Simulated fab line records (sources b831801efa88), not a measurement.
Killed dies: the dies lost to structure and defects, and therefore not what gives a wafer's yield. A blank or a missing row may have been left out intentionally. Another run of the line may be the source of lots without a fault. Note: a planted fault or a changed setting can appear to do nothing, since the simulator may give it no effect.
Which tool did it? + flow sky130 + 10 lots with 30 wafers sampled at 3 steps, on a route of 708 steps

## WHAT EACH GAUGE READ, for each wafer
SKY_CAP2M_RS_MEAS_03: a four-point-probe measurement.
| lot  | measured     | on           | CAP2M_TIN_RS (ohm/sq) |
|------|--------------|--------------|-----------------------|
| L823 | day 40 08:33 | filmMetro-04 | 7.02 6.94 7.14        |
| L826 | day 42 07:05 | filmMetro-01 | 7.05 7.02 6.97        |
| L827 | day 42 11:37 | filmMetro-01 | 6.90 6.97 6.95        |
| L829 | day 42 16:10 | filmMetro-01 | 6.85 6.91 6.96        |
| L828 | day 42 19:23 | filmMetro-02 | 6.81 6.92 6.98        |
| L830 | day 42 20:21 | filmMetro-01 | 4.59 4.60 4.60        |
| L831 | day 42 20:52 | filmMetro-01 | 4.68 4.65 4.65        |
| L832 | day 42 21:53 | filmMetro-02 | 6.81 6.76 6.75        |
| L834 | day 43 18:50 | filmMetro-01 | 4.66 4.65 4.64        |
| L837 | day 44 17:49 | filmMetro-04 | 6.76 6.91 6.90        |

## WHAT TOOL EACH LOT RAN ON (gives the tool, then ch and the chambers of the sampled wafers, and finally the start)
| lot  | SKY_METAL4_SPUTTER_03       | SKY_CAP2M_SPUTTER_02        |
|------|-----------------------------|-----------------------------|
| L823 | pvdSputter-01, day 40 08:18 | pvdSputter-04, day 40 08:26 |
| L826 | pvdSputter-03, day 42 06:47 | pvdSputter-02, day 42 06:56 |
| L827 | pvdSputter-03, day 42 11:21 | pvdSputter-02, day 42 11:30 |
| L829 | pvdSputter-04, day 42 15:53 | pvdSputter-02, day 42 16:02 |
| L828 | pvdSputter-04, day 42 19:06 | pvdSputter-01, day 42 19:16 |
| L830 | pvdSputter-01, day 42 20:05 | pvdSputter-02, day 42 20:14 |
| L831 | pvdSputter-04, day 42 20:36 | pvdSputter-02, day 42 20:45 |
| L832 | pvdSputter-04, day 42 21:34 | pvdSputter-04, day 42 21:46 |
| L834 | pvdSputter-04, day 43 18:33 | pvdSputter-02, day 43 18:43 |
| L837 | pvdSputter-04, day 44 17:33 | pvdSputter-01, day 44 17:42 |
- SKY_METAL4_SPUTTER_03: material Ti, target thk 5 nm, time 3.3 s.
- SKY_CAP2M_SPUTTER_02: material TiN, target thk 200 nm, time 166.7 s.

## THE ANSWER, worked out from the rows above alone
Rule: the lots themselves supply what counts as usual. The widest of any qualifying gaps counts: lots, ordered by their means at a reading, are off when they make up no more than a third of the lots, leave a main group of 4 or more, and stand apart from it by 3 or more times the standard deviation of that group's means. A main group is skipped when, at the precision printed for the reading in the tables above, its means are all equal. Also off: a lot with no number at a reading for which 4 or more lots have one. Where the step has rows for the other lots, those lots are counted as sound.
Off: L830, L831, L834, at SKY_CAP2M_RS_MEAS_03 (CAP2M_TIN_RS). The main group has a mean of 6.92 ohm/sq with a standard deviation of 0.083.
If a tool, at a process step before that reading, ran all the lots that are off and no sound lot after the first of them, it fits. The gauges at SKY_CAP2M_RS_MEAS_03 are tried like those tools. This does not decide it: 2 tools fit, namely pvdSputter-02 at SKY_CAP2M_SPUTTER_02 and filmMetro-01 at SKY_CAP2M_RS_MEAS_03.

## WHAT THE SIMULATOR HAD INSERTED
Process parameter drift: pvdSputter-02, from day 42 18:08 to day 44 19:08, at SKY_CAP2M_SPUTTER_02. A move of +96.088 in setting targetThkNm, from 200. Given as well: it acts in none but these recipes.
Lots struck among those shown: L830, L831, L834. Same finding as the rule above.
